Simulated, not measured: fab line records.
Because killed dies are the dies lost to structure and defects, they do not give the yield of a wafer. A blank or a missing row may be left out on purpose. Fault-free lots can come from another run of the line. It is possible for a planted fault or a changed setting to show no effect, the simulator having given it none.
fab line records    flow sky130    part 1 of 2: steps 1 to 26 of 34
[record] lots = 5  wafers = 15  last-day = 50
route steps=708 shown LI_CONTACT@374 LOCAL_INTERCONNECT@387 CONTACT@406
lots that met no fault: taken from a fault-free run of the same line
start-h: hours from the record's opening day to when the first of the lot's shown wafers began    wait-h: time in hours since the lot's previous step    " repeats the value in the row above    L1.1+2: one row covering several wafers at once    - no value present, or no start provided    * or withheld: withheld    < > ~ a bound
route shown NAME@n: names a module that has steps shown in the file, with the first one's number in the route    usual: mean/standard deviation of fault-free wafers    same: alike in all rows    chamber/n: place in a boat    sites: readings site by site    _std_site: standard deviation across them    _edge_site: inner sites' mean taken away from outer sites' mean    radius-mm: how far each site lies from the wafer's centre    mask NAME#n: copy n    behind: the tool/chamber that last shaped the wafer    hold: why the lot went on hold/how many hours it stayed there/how the hold came to an end    device: the transistor (n, p or np) that didn't switch    end of line: the route-end tests of the same wafers    a step without rows: its recipe alone    killed: the dies lost at the first sort to structure and to defects; this is not the yield of the wafer    map: a wafer's dies, marking killed ones x, the rest . and places with no die _
set.NAME: the run value of the setting; set.NAME@STEP: its run value at that earlier step    model.NAME: the simulator's own value behind a step, which no gauge read
a table for each step, a row for each wafer; lots at some steps of the route
services: when a tool's chamber went out of use (start-h, in hours from the record's first day, below 0 if earlier), for how many hours, and the reason
[[steps]]
[step SKY_LI_CONTACT_CD_MEAS_12]
[recipe] target-cd-nm = 170
[usual] cd-nm = 170.5/1.4
lot.wafer  tool       chamber  start-h  wait-h  cd-nm
L080.2     cd-sem-02  -        748.03   -       174.1
L080.3     "          -        "        "       171.6
L080.4     "          -        "        "       172.5
L082.1     cd-sem-02  -        752.82   -       172.5
L082.4     "          -        "        "       173.6
L082.5     "          -        "        "       173.5
L086.3     cd-sem-02  -        779.05   -       171.0
L086.4     "          -        "        "       172.0
L086.5     "          -        "        "       169.5
L087.1     cd-sem-01  -        784.00   -       170.1
L087.3     "          -        "        "       170.3
L087.6     "          -        "        "       168.6
L097.3     cd-sem-02  -        852.81   -       169.1
L097.5     "          -        "        "       170.5
L097.6     "          -        "        "       170.8
[step SKY_LI_CONTACT_OVL_MEAS_13]
[usual] LI_CONTACT_OVL = -4/4.7
lot.wafer  tool        chamber  start-h  wait-h  LI_CONTACT_OVL[nm]
L080.2     overlay-02  -        748.14   0.1     -10
L080.3     "           -        "        "       -9
L080.4     "           -        "        "       -1
L082.1     overlay-02  -        752.94   0.1     -4
L082.4     "           -        "        "       -3
L082.5     "           -        "        "       -3
L086.3     overlay-02  -        779.18   0.1     3
L086.4     "           -        "        "       -10
L086.5     "           -        "        "       -5
L087.1     overlay-02  -        784.12   0.1     -3
L087.3     "           -        "        "       -5
L087.6     "           -        "        "       -3
L097.3     overlay-02  -        852.90   0.1     -12
L097.5     "           -        "        "       -5
L097.6     "           -        "        "       -5
[step SKY_LI_CONTACT_ETCH_14]
[recipe] chemistry = N2/H2  target = BARC  ion-energy-ev = 200  source-w = 500  bias-w = 100  pressure-mtorr = 30  n2-flow-sccm = 100  h2-flow-sccm = 200  stop-on = SiO2  time-s = 45.9  target-depth-a = 600
[usual] drypump-motor-current-A = 5.7/0.46  oes-product-au = 0.855/0.005  throttle-valve-pct = 13.223/0.0088
lot.wafer  tool         chamber  start-h  wait-h  drypump-motor-current-A  oes-product-au  rf-hours-counter-h  throttle-valve-pct
L080.2     rie-diel-01  1        748.17   0.0     5.7                      0.857           43                  13.204
L080.3     "            2        "        "       5.2                      0.847           14                  13.218
L080.4     "            3        "        "       6.3                      0.849           3                   13.222
L082.1     rie-diel-04  3        752.97   0.0     6.5                      0.851           21                  13.227
L082.4     "            2        "        "       5.6                      0.861           9                   13.235
L082.5     "            0        "        "       5.5                      0.857           -                   13.218
L086.3     rie-diel-04  2        779.20   0.0     5.6                      0.852           10                  13.219
L086.4     "            2        "        "       5.6                      0.861           -                   13.211
L086.5     "            1        "        "       5.2                      0.856           -                   13.214
L087.1     rie-diel-03  0        784.16   0.0     5.4                      0.858           4                   13.230
L087.3     "            1        "        "       6.4                      0.855           10                  13.198
L087.6     "            0        "        "       5.4                      0.849           -                   13.222
L097.3     rie-diel-01  1        852.92   0.0     5.6                      0.859           2                   13.217
L097.5     "            1        "        "       5.7                      0.850           -                   13.228
L097.6     "            2        "        "       5.2                      0.849           -                   13.236
[step SKY_LI_CONTACT_ETCH_15]
[recipe] target = PSG  chemistry = C4F8/O2/Ar  stop-on = Si  taper-deg = 4.15  mask-material = KrF-thick  source-w = 1500  bias-w = 1200  pressure-mtorr = 40  c4f8-flow-sccm = withheld  O2_flow_sccm = 6  Ar_flow_sccm = 300  time-s = withheld  target-depth-a = 6000
[usual] oes-product-au = 0.836/0.005
lot.wafer  tool         chamber  start-h  wait-h  oes-product-au
L080.2     rie-diel-01  1        748.21   0.0     0.834
L080.3     "            2        "        "       0.826
L080.4     "            3        "        "       0.828
L082.1     rie-diel-04  3        753.02   0.0     0.834
L082.4     "            2        "        "       0.825
L082.5     "            0        "        "       0.838
L086.3     rie-diel-04  2        779.25   0.0     0.839
L086.4     "            2        "        "       0.832
L086.5     "            1        "        "       0.830
L087.1     rie-diel-03  0        784.20   0.0     0.835
L087.3     "            1        "        "       0.835
L087.6     "            0        "        "       0.831
L097.3     rie-diel-01  1        852.96   0.0     0.830
L097.5     "            1        "        "       0.831
L097.6     "            2        "        "       0.833
[step SKY_LI_CONTACT_STRIP_16]
[recipe] chemistry = O2/N2  power-w = 1400  pressure-mtorr = 1500  platen-temp-c = withheld  o2-flow-sccm = 3000  n2-flow-sccm = 300  overash-fraction = 0.5
[usual] drypump-motor-current-A = 5.5/0.33  oes-product-au = 0.377/0.0046  strip-time-to-endpoint-s = 3.51/0.032
lot.wafer  tool             chamber  start-h  wait-h  drypump-motor-current-A  oes-product-au  rf-hours-counter-h  strip-time-to-endpoint-s
L080.2     plasma-asher-02  1        748.30   -       4.7                      0.380           87                  3.52
L080.3     "                0        "        "       5.8                      0.381           -                   3.53
L080.4     "                1        "        "       4.7                      0.369           -                   3.50
L082.1     plasma-asher-03  0        753.10   -       5.5                      0.375           31                  3.48
L082.4     "                0        "        "       5.5                      0.382           -                   3.55
L082.5     "                1        "        "       5.6                      0.375           -                   3.53
L086.3     plasma-asher-02  0        779.36   -       5.8                      0.377           -                   3.51
L086.4     "                1        "        "       4.8                      0.381           -                   3.50
L086.5     "                1        "        "       4.7                      0.382           -                   3.50
L087.1     plasma-asher-03  0        784.29   -       5.6                      0.375           34                  3.53
L087.3     "                1        "        "       5.6                      0.375           -                   3.54
L087.6     "                0        "        "       5.5                      0.379           -                   3.54
L097.3     plasma-asher-02  0        853.08   -       5.8                      0.379           -                   3.50
L097.5     "                1        "        "       4.7                      0.380           -                   3.50
L097.6     "                0        "        "       5.8                      0.373           -                   3.52
[step SKY_LI_CONTACT_CLEAN_17]
[recipe] chemistry = NMP  time-s = 600  temp-c = 60  dry = n2-spin
[usual] bath-heat-duty-pct = 10.2/1.1
lot.wafer  tool          chamber  start-h  wait-h  bath-heat-duty-pct
L080.2     wet-bench-01  0        748.40   0.1     9.8
L080.3     "             0        "        "       8.4
L080.4     "             0        "        "       8.6
L082.1     wet-bench-03  1        753.20   0.1     8.9
L082.4     "             1        "        "       10.1
L082.5     "             1        "        "       9.5
L086.3     wet-bench-03  0        779.43   0.0     8.5
L086.4     "             0        "        "       10.6
L086.5     "             0        "        "       11.0
L087.1     wet-bench-01  3        784.39   0.1     11.0
L087.3     "             3        "        "       11.9
L087.6     "             3        "        "       12.9
L097.3     wet-bench-03  3        853.15   0.0     11.3
L097.5     "             3        "        "       10.3
L097.6     "             3        "        "       10.7
[step SKY_LI_CONTACT_PRE_CLEAN_18]
[recipe] gas = Ar  time-s = 5.6  bias-v = 358
lot.wafer   tool            chamber  start-h  wait-h
L080.2+3+4  pvd-sputter-02  -        748.57   0.0
L082.1+4+5  pvd-sputter-01  -        753.38   0.0
L086.3+4+5  pvd-sputter-01  -        779.61   0.0
L087.1+3+6  pvd-sputter-01  -        784.58   0.0
L097.3+5+6  pvd-sputter-03  -        853.32   0.0
[step SKY_LI_CONTACT_SPUTTER_19]
[recipe] material = Ti  target-thk-nm = 20  chamber-pressure-pa = 5  power-w = 2500  substrate-temp-c = 200  time-s = 106.37
[usual] cathode-dc-power-W = 2500.0/0.47  substrate-temp-c = 200.00/0.15  throttle-valve-pct = 30.4/1.1
lot.wafer  tool            chamber  start-h  wait-h  cathode-dc-power-W  substrate-temp-c  throttle-valve-pct
L080.2     pvd-sputter-02  -        748.59   0.0     2500.0              200.17            29.8
L080.3     "               -        "        "       2499.0              199.90            30.0
L080.4     "               -        "        "       2500.0              199.99            29.2
L082.1     pvd-sputter-01  -        753.40   0.0     2499.8              199.82            29.7
L082.4     "               -        "        "       2500.1              199.89            32.1
L082.5     "               -        "        "       2499.3              200.16            29.8
L086.3     pvd-sputter-01  -        779.63   0.0     2499.3              199.71            29.7
L086.4     "               -        "        "       2500.0              200.08            30.7
L086.5     "               -        "        "       2499.8              200.09            30.0
L087.1     pvd-sputter-01  -        784.60   0.0     2500.0              200.05            29.5
L087.3     "               -        "        "       2499.8              200.12            29.9
L087.6     "               -        "        "       2500.2              200.00            29.6
L097.3     pvd-sputter-03  -        853.34   0.0     2500.4              199.87            32.0
L097.5     "               -        "        "       2499.5              199.85            31.8
L097.6     "               -        "        "       2500.3              199.84            29.9
[step SKY_LI_CONTACT_SPUTTER_20]
[recipe] material = TiN  target-thk-nm = 20  chamber-pressure-pa = 5  power-w = 4000  time-s = 80
[usual] cathode-dc-power-W = 4000.1/0.77  throttle-valve-pct = 30.4/1.1
lot.wafer  tool            chamber  start-h  wait-h  cathode-dc-power-W  throttle-valve-pct
L080.2     pvd-sputter-02  -        748.67   0.0     4001.0              29.9
L080.3     "               -        "        "       4001.2              29.8
L080.4     "               -        "        "       4001.0              28.8
L082.1     pvd-sputter-01  -        753.47   0.0     4000.7              29.9
L082.4     "               -        "        "       4000.5              32.5
L082.5     "               -        "        "       3999.7              29.8
L086.3     pvd-sputter-01  -        779.70   0.0     3999.5              30.0
L086.4     "               -        "        "       4000.9              30.7
L086.5     "               -        "        "       3999.6              29.9
L087.1     pvd-sputter-01  -        784.67   0.0     4001.1              29.0
L087.3     "               -        "        "       3999.8              29.8
L087.6     "               -        "        "       4001.3              29.6
L097.3     pvd-sputter-03  -        853.42   0.0     3999.1              31.9
L097.5     "               -        "        "       4000.7              32.0
L097.6     "               -        "        "       4000.9              30.5
[step SKY_LI_CONTACT_CVD_21]
[recipe] material = W  target-thk-nm = 400  time-s = 120.56  temp-c = 400  pressure-torr = 40
[usual] heater-power-w = 876/78
lot.wafer  tool      chamber  start-h  wait-h  heater-power-w
L080.2     cvd-w-01  1        748.73   0.0     963
L080.3     "         0        "        "       889
L080.4     "         1        "        "       978
L082.1     cvd-w-01  0        753.53   0.0     867
L082.4     "         1        "        "       966
L082.5     "         0        "        "       896
L086.3     cvd-w-01  1        779.80   0.1     930
L086.4     "         0        "        "       874
L086.5     "         1        "        "       963
L087.1     cvd-w-01  1        784.73   0.0     985
L087.3     "         0        "        "       903
L087.6     "         0        "        "       879
L097.3     cvd-w-02  0        853.52   0.1     751
L097.5     "         1        "        "       883
L097.6     "         0        "        "       744
[step SKY_LI_CONTACT_RS_MEAS_22]
[recipe] thk-meas-gauge = four-point-probe  reads = W_of_LI_CONTACT_CVD_21+TiN_of_LI_CONTACT_SPUTTER_20+Ti_of_LI_CONTACT_SPUTTER_19
[usual] LI_CONTACT_W_RS = 0.282/0.0071
lot.wafer  tool           chamber  start-h  wait-h  LI_CONTACT_W_RS[ohm/sq]
L080.2     film-metro-01  -        748.88   0.1     0.285
L080.3     "              -        "        "       0.270
L080.4     "              -        "        "       0.284
L082.1     film-metro-03  -        753.66   0.1     0.272
L082.4     "              -        "        "       0.291
L082.5     "              -        "        "       0.273
L086.3     film-metro-03  -        779.93   0.1     0.284
L086.4     "              -        "        "       0.267
L086.5     "              -        "        "       0.281
L087.1     film-metro-03  -        784.86   0.1     0.283
L087.3     "              -        "        "       0.270
L087.6     "              -        "        "       0.269
L097.3     film-metro-03  -        853.65   0.1     0.281
L097.5     "              -        "        "       0.279
L097.6     "              -        "        "       0.281
[step SKY_LI_CONTACT_THK_MEAS_23]
[recipe] thk-meas-gauge = xrf  reads = W_of_LI_CONTACT_CVD_21
[usual] LI_CONTACT_W_THK = 398/11
lot.wafer  tool           chamber  start-h  wait-h  LI_CONTACT_W_THK[nm]
L080.2     film-metro-01  -        748.99   0.1     385
L080.3     "              -        "        "       411
L080.4     "              -        "        "       390
L082.1     film-metro-03  -        753.78   0.1     409
L082.4     "              -        "        "       384
L082.5     "              -        "        "       406
L086.3     film-metro-03  -        780.03   0.1     393
L086.4     "              -        "        "       418
L086.5     "              -        "        "       397
L087.1     film-metro-03  -        784.98   0.1     394
L087.3     "              -        "        "       411
L087.6     "              -        "        "       414
L097.3     film-metro-03  -        853.75   0.1     400
L097.5     "              -        "        "       400
L097.6     "              -        "        "       397
[step SKY_LI_CONTACT_CMP_24]
[recipe] stop-on = PSG  t-overpolish-s = 20  down-force-psi = 3.5  platen-rpm = 60  target-thk-nm = 0  pad-velocity-m-s = 0.94248
[usual] motor-current-A = 11.2/0.76  overpolish-run-s = 20.000/0.0096  time-to-endpoint-s = 98/4
lot.wafer  tool    chamber  start-h  wait-h  motor-current-A  overpolish-run-s  time-to-endpoint-s
L080.3     cmp-01  2        749.04   0.0     10.6             20.004            114
L080.2     "       3        "        "       11.1             19.994            104
L080.4     "       0        "        "       10.2             20.004            106
L082.1     cmp-02  0        753.92   0.1     12.0             19.999            104
L082.4     "       2        "        "       11.2             19.988            95
L082.5     "       1        "        "       10.8             19.994            98
L086.4     cmp-02  3        780.07   0.0     12.2             20.013            98
L086.3     "       2        "        "       10.6             20.010            95
L086.5     "       0        "        "       11.8             19.990            98
L087.1     cmp-01  3        785.14   0.1     11.3             20.006            91
L087.3     "       0        "        "       9.7              20.011            99
L087.6     "       2        "        "       11.3             20.002            103
L097.3     cmp-01  2        853.89   0.1     10.5             19.995            102
L097.6     "       0        "        "       9.9              19.991            100
L097.5     "       1        "        "       11.8             20.000            100
[step SKY_LOCAL_INTERCONNECT_SPUTTER_00]
[recipe] material = TiN  target-thk-nm = 100  temp-c = 300  power-w = 6500  time-s = 83.3  chamber-pressure-pa = 0.4
[usual] cathode-dc-power-W = 6499.9/1.2  substrate-temp-c = 300.00/0.2  throttle-valve-pct = 30.1/0.84
lot.wafer  tool            chamber  start-h  wait-h  cathode-dc-power-W  substrate-temp-c  throttle-valve-pct
L080.2     pvd-sputter-04  -        749.34   0.2     6499.1              300.12            30.1
L080.3     "               -        "        "       6499.5              300.00            29.1
L080.4     "               -        "        "       6499.5              299.86            30.0
L082.1     pvd-sputter-04  -        754.22   0.2     6501.1              300.46            29.4
L082.4     "               -        "        "       6500.2              299.90            30.3
L082.5     "               -        "        "       6500.9              300.19            29.3
L086.3     pvd-sputter-04  -        780.37   0.1     6501.9              300.33            29.3
L086.4     "               -        "        "       6498.9              299.71            30.4
L086.5     "               -        "        "       6499.1              300.07            30.0
L087.1     pvd-sputter-04  -        785.34   0.1     6500.4              300.28            29.1
L087.3     "               -        "        "       6498.1              299.89            30.0
L087.6     "               -        "        "       6500.4              299.87            29.6
L097.3     pvd-sputter-01  -        854.09   0.1     6499.7              299.76            32.3
L097.5     "               -        "        "       6500.0              299.85            30.9
L097.6     "               -        "        "       6496.7              299.97            32.3
[step SKY_LOCAL_INTERCONNECT_RS_MEAS_01]
[recipe] thk-meas-gauge = four-point-probe  reads = TiN_of_LOCAL_INTERCONNECT_SPUTTER_00
[usual] LOCAL_INTERCONNECT_TIN_RS = 14.09/0.15
lot.wafer  tool           chamber  start-h  wait-h  LOCAL_INTERCONNECT_TIN_RS[ohm/sq]
L080.2     film-metro-04  -        749.42   0.1     14.22
L080.3     "              -        "        "       14.13
L080.4     "              -        "        "       14.19
L082.1     film-metro-04  -        754.28   0.0     14.20
L082.4     "              -        "        "       14.39
L082.5     "              -        "        "       14.33
L086.3     film-metro-01  -        780.47   0.1     13.89
L086.4     "              -        "        "       13.99
L086.5     "              -        "        "       14.01
L087.1     film-metro-02  -        785.40   0.0     14.31
L087.3     "              -        "        "       14.19
L087.6     "              -        "        "       14.13
L097.3     film-metro-02  -        854.19   0.1     13.98
L097.5     "              -        "        "       13.93
L097.6     "              -        "        "       14.07
[step SKY_LOCAL_INTERCONNECT_THK_MEAS_02]
[recipe] thk-meas-gauge = xrf  reads = TiN_of_LOCAL_INTERCONNECT_SPUTTER_00
[usual] LOCAL_INTERCONNECT_TIN_THK = 100.0/1.1
lot.wafer  tool           chamber  start-h  wait-h  LOCAL_INTERCONNECT_TIN_THK[nm]
L080.2     film-metro-04  -        749.53   0.1     98.5
L080.3     "              -        "        "       99.4
L080.4     "              -        "        "       99.3
L082.1     film-metro-04  -        754.40   0.1     98.4
L082.4     "              -        "        "       97.8
L082.5     "              -        "        "       98.1
L086.3     film-metro-01  -        780.57   0.1     101.4
L086.4     "              -        "        "       100.7
L086.5     "              -        "        "       100.7
L087.1     film-metro-02  -        785.52   0.1     98.5
L087.3     "              -        "        "       99.4
L087.6     "              -        "        "       99.4
L097.3     film-metro-02  -        854.29   0.1     101.1
L097.5     "              -        "        "       101.4
L097.6     "              -        "        "       99.4
[step SKY_LOCAL_INTERCONNECT_DEHYDRATE_03]
[recipe] temp-c = 200  time-s = 60
[usual] heater-power-total-W = 160.39/0.11
lot.wafer  tool            chamber  start-h  wait-h  heater-power-total-W
L080.2     litho-track-01  0        762.36   12.8    160.56
L080.3     "               0        "        "       160.33
L080.4     "               0        "        "       160.19
L082.1     litho-track-01  0        766.98   12.6    160.38
L082.4     "               0        "        "       160.44
L082.5     "               0        "        "       160.34
L086.3     litho-track-02  0        793.46   12.9    160.38
L086.4     "               0        "        "       160.35
L086.5     "               0        "        "       160.39
L087.1     litho-track-01  0        797.78   12.2    160.15
L087.3     "               0        "        "       160.34
L087.6     "               0        "        "       160.27
L097.3     litho-track-01  0        866.93   12.6    160.41
L097.5     "               0        "        "       160.48
L097.6     "               0        "        "       160.57
[step SKY_LOCAL_INTERCONNECT_HMDS_04]
[recipe] prime-time-s = 60  prime-temp-c = 120
lot.wafer   tool            chamber  start-h  wait-h
L080.2+3+4  litho-track-01  0        762.51   0.1
L082.1+4+5  litho-track-01  0        767.13   0.1
L086.3+4+5  litho-track-02  0        793.61   0.1
L087.1+3+6  litho-track-01  0        797.93   0.1
L097.3+5+6  litho-track-01  0        867.08   0.1
[step SKY_LOCAL_INTERCONNECT_COAT_05]
[recipe] resist = BARC  temp-c = withheld  time-s = withheld  spin-rpm = 3000  resist-thk-nm = 60
lot.wafer   tool            chamber  start-h  wait-h
L080.2+3+4  litho-track-01  0        762.66   0.1
L082.1+4+5  litho-track-01  0        767.28   0.1
L086.3+4+5  litho-track-02  0        793.76   0.1
L087.1+3+6  litho-track-01  0        798.08   0.1
L097.3+5+6  litho-track-01  0        867.23   0.1
[step SKY_LOCAL_INTERCONNECT_COAT_06]
[recipe] resist = KrF-thick  spin-rpm = 3000  resist-thk-nm = 450
lot.wafer   tool            chamber  start-h  wait-h
L080.2+3+4  litho-track-01  0        -        -
L082.1+4+5  litho-track-01  0        -        -
L086.3+4+5  litho-track-02  0        -        -
L087.1+3+6  litho-track-01  0        -        -
L097.3+5+6  litho-track-01  0        -        -
[step SKY_LOCAL_INTERCONNECT_SOFTBAKE_07]
[recipe] temp-c = 100  time-s = 90  resist = KrF-thick
[usual] heater-power-total-W = 57.36/0.12
lot.wafer  tool            chamber  start-h  wait-h  heater-power-total-W
L080.2     litho-track-01  0        -        -       57.20
L080.3     "               0        "        "       57.45
L080.4     "               0        "        "       57.31
L082.1     litho-track-01  0        -        -       57.17
L082.4     "               0        "        "       57.30
L082.5     "               0        "        "       57.29
L086.3     litho-track-02  0        -        -       57.54
L086.4     "               0        "        "       57.27
L086.5     "               0        "        "       57.54
L087.1     litho-track-01  0        -        -       57.24
L087.3     "               0        "        "       57.33
L087.6     "               0        "        "       57.41
L097.3     litho-track-01  0        -        -       57.34
L097.5     "               0        "        "       57.29
L097.6     "               0        "        "       57.17
[step SKY_LOCAL_INTERCONNECT_EXPOSE_08]
[recipe] mask-id = LI1M  na = 0.8  source-shape = annular  sigma-inner = 0.55  sigma-outer = 0.85  target-cd-nm = 170  dose-mj = 28
[usual] focus-offset-nm = -0.1/0.51
lot.wafer  tool            chamber  start-h  wait-h  mask    focus-offset-nm
L080.2     krf-scanner-01  0        -        -       LI1M#0  -0.6
L080.3     "               0        "        "       LI1M#0  -0.8
L080.4     "               0        "        "       LI1M#0  -0.7
L082.1     krf-scanner-01  0        -        -       LI1M#0  0.7
L082.4     "               0        "        "       LI1M#0  0.1
L082.5     "               0        "        "       LI1M#0  0.0
L086.3     krf-scanner-01  0        -        -       LI1M#0  -0.8
L086.4     "               0        "        "       LI1M#0  -1.0
L086.5     "               0        "        "       LI1M#0  0.6
L087.1     krf-scanner-01  0        -        -       LI1M#0  1.1
L087.3     "               0        "        "       LI1M#0  0.3
L087.6     "               0        "        "       LI1M#0  1.8
L097.3     krf-scanner-01  0        -        -       LI1M#0  -0.1
L097.5     "               0        "        "       LI1M#0  -0.2
L097.6     "               0        "        "       LI1M#0  0.3
[step SKY_LOCAL_INTERCONNECT_PEB_09]
[recipe] peb-temp-c = withheld  peb-time-s = withheld  resist = KrF-thick
lot.wafer   tool            chamber  start-h  wait-h
L080.2+3+4  litho-track-04  0        -        -
L082.1+4+5  litho-track-02  0        -        -
L086.3+4+5  litho-track-04  0        -        -
L087.1+3+6  litho-track-01  0        -        -
L097.3+5+6  litho-track-01  0        -        -
[step SKY_LOCAL_INTERCONNECT_DEVELOP_10]
[recipe] develop-time-s = 60  resist = KrF-thick  dev-temp-c = 21
lot.wafer   tool            chamber  start-h  wait-h
L080.2+3+4  litho-track-04  0        -        -
L082.1+4+5  litho-track-02  0        -        -
L086.3+4+5  litho-track-04  0        -        -
L087.1+3+6  litho-track-01  0        -        -
L097.3+5+6  litho-track-01  0        -        -
[step SKY_LOCAL_INTERCONNECT_CD_MEAS_11]
[recipe] target-cd-nm = 170
[usual] cd-nm = 170.5/1.8
lot.wafer  tool       chamber  start-h  wait-h  cd-nm
L080.2     cd-sem-02  -        776.47   -       171.4
L080.3     "          -        "        "       170.3
L080.4     "          -        "        "       171.9
L082.1     cd-sem-01  -        781.31   -       169.8
L082.4     "          -        "        "       169.4
L082.5     "          -        "        "       170.4
L086.3     cd-sem-01  -        807.19   -       171.4
L086.4     "          -        "        "       172.4
L086.5     "          -        "        "       169.5
L087.1     cd-sem-01  -        812.33   -       171.8
L087.3     "          -        "        "       170.8
L087.6     "          -        "        "       170.3
L097.3     cd-sem-01  -        880.52   -       170.3
L097.5     "          -        "        "       169.5
L097.6     "          -        "        "       169.9
[step SKY_LOCAL_INTERCONNECT_OVL_MEAS_12]
[usual] LOCAL_INTERCONNECT_OVL = -5/4.6
lot.wafer  tool        chamber  start-h  wait-h  LOCAL_INTERCONNECT_OVL[nm]
L080.2     overlay-02  -        776.58   0.1     -9
L080.3     "           -        "        "       -9
L080.4     "           -        "        "       -15
L082.1     overlay-02  -        781.43   0.1     10
L082.4     "           -        "        "       -3
L082.5     "           -        "        "       5
L086.3     overlay-02  -        807.28   0.1     1
L086.4     "           -        "        "       -2
L086.5     "           -        "        "       -2
L087.1     overlay-02  -        812.48   0.1     -6
L087.3     "           -        "        "       -11
L087.6     "           -        "        "       -6
L097.3     overlay-02  -        880.61   0.1     -4
L097.5     "           -        "        "       2
L097.6     "           -        "        "       -5
